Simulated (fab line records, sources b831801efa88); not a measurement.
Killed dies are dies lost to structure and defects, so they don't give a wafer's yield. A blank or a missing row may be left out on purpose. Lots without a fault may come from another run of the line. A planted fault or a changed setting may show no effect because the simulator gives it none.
Chamber matching | flow gf180mcu | GF_V2_CMP_26 on cmp-01: 4 sister chambers
The step polishes, stops on SiO2, t overpolish 15 s, target thk 0 nm. 22 wafers are shown with their chamber, then 11 later ones without.

WAFERS WITH THEIR CHAMBER
wafer  | chamber | motor_current_A (A) | overpolish_run_s (s) | time_to_endpoint_s (s)
L074.4 | 0       | 10.9                | 15.005               | 85.9
L074.5 | 3       | 9.5                 | 15.000               | 86.8
L074.6 | 0       | 10.3                | 14.998               | 89.7
L076.1 | 2       | 11.7                | 14.995               | 88.3
L076.3 | 0       | 10.8                | 15.004               | 88.9
L076.4 | 3       | 9.6                 | 14.997               | 90.0
L078.1 | 1       | 11.3                | 14.998               | 88.2
L078.5 | 3       | 9.5                 | 15.000               | 90.5
L078.6 | 2       | 12.7                | 14.993               | 88.6
L079.1 | 1       | 11.0                | 14.990               | 85.3
L079.2 | 0       | 11.3                | 14.999               | 85.6
L079.3 | 3       | 9.4                 | 14.982               | 85.5
L082.2 | 1       | 10.6                | 14.991               | 89.3
L082.3 | 2       | 12.6                | 14.996               | 86.1
L082.5 | 0       | 11.4                | 15.003               | 88.6
L083.2 | 2       | 12.8                | 14.991               | 88.0
L083.4 | 0       | 11.3                | 14.995               | 86.9
L083.5 | 0       | 11.0                | 14.997               | 89.1
L087.3 | 2       | 12.4                | 14.998               | 82.7
L087.4 | 0       | 10.9                | 15.006               | 86.5
L087.6 | 2       | 12.6                | 15.002               | 85.5
L088.1 | 1       | 10.7                | 14.987               | 83.4

SIGNATURES (means of the wafers above)
reading            | chamber 0 | chamber 1 | chamber 2 | chamber 3 | scatter within a chamber
motor_current_A    | 10.988    | 10.900    | 12.467    | 9.500     | 0.334
overpolish_run_s   | 15.00088  | 14.99150  | 14.99583  | 14.99475  | 0.00517
time_to_endpoint_s | 87.650    | 86.550    | 86.533    | 88.200    | 2.15
Rule: a wafer's distance from a chamber is the root of the sum, over the readings, of the square of ((its reading less the chamber's mean) divided by the reading's scatter). The wafer belongs to the nearest chamber; if the next one is less than 2 further off, it can't be placed. The scatter: the root of (the sum of the squares of (reading less its chamber's mean) over the shown wafers, divided by (wafers less chambers)).

WAFERS WITHOUT THEIR CHAMBER
wafer  | motor_current_A (A) | overpolish_run_s (s) | time_to_endpoint_s (s)
L088.3 | 9.5                 | 15.002               | 86.2
L088.6 | 12.8                | 14.990               | 86.1
L089.1 | 12.7                | 15.014               | 82.0
L089.3 | 10.9                | 14.997               | 90.3
L089.6 | 10.7                | 15.010               | 84.9
L090.2 | 10.5                | 15.006               | 88.4
L090.4 | 9.5                 | 15.013               | 86.8
L090.6 | 12.4                | 15.004               | 88.3
L092.2 | 11.4                | 14.993               | 86.6
L092.5 | 9.5                 | 14.988               | 87.9
L092.6 | 11.0                | 15.003               | 85.4

WHICH CHAMBER EACH WENT THROUGH
wafer  | from the rows above          | in truth
L088.3 | 3                            | 3
L088.6 | 2                            | 2
L089.1 | 2                            | 2
L089.3 | can't be placed: 0 or 1      | 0
L089.6 | can't be placed: 0 or 1      | 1
L090.2 | can't be placed: 0 or 1 or 3 | 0
L090.4 | can't be placed: 3 or 0      | 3
L090.6 | 2                            | 2
L092.2 | can't be placed: 1 or 0 or 2 | 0
L092.5 | 3                            | 3
L092.6 | can't be placed: 0 or 1      | 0
Placed correctly: 5 of 11. Can't be placed from these rows: 6 (the true chamber is among the candidates in 6). Placed wrongly: 0.
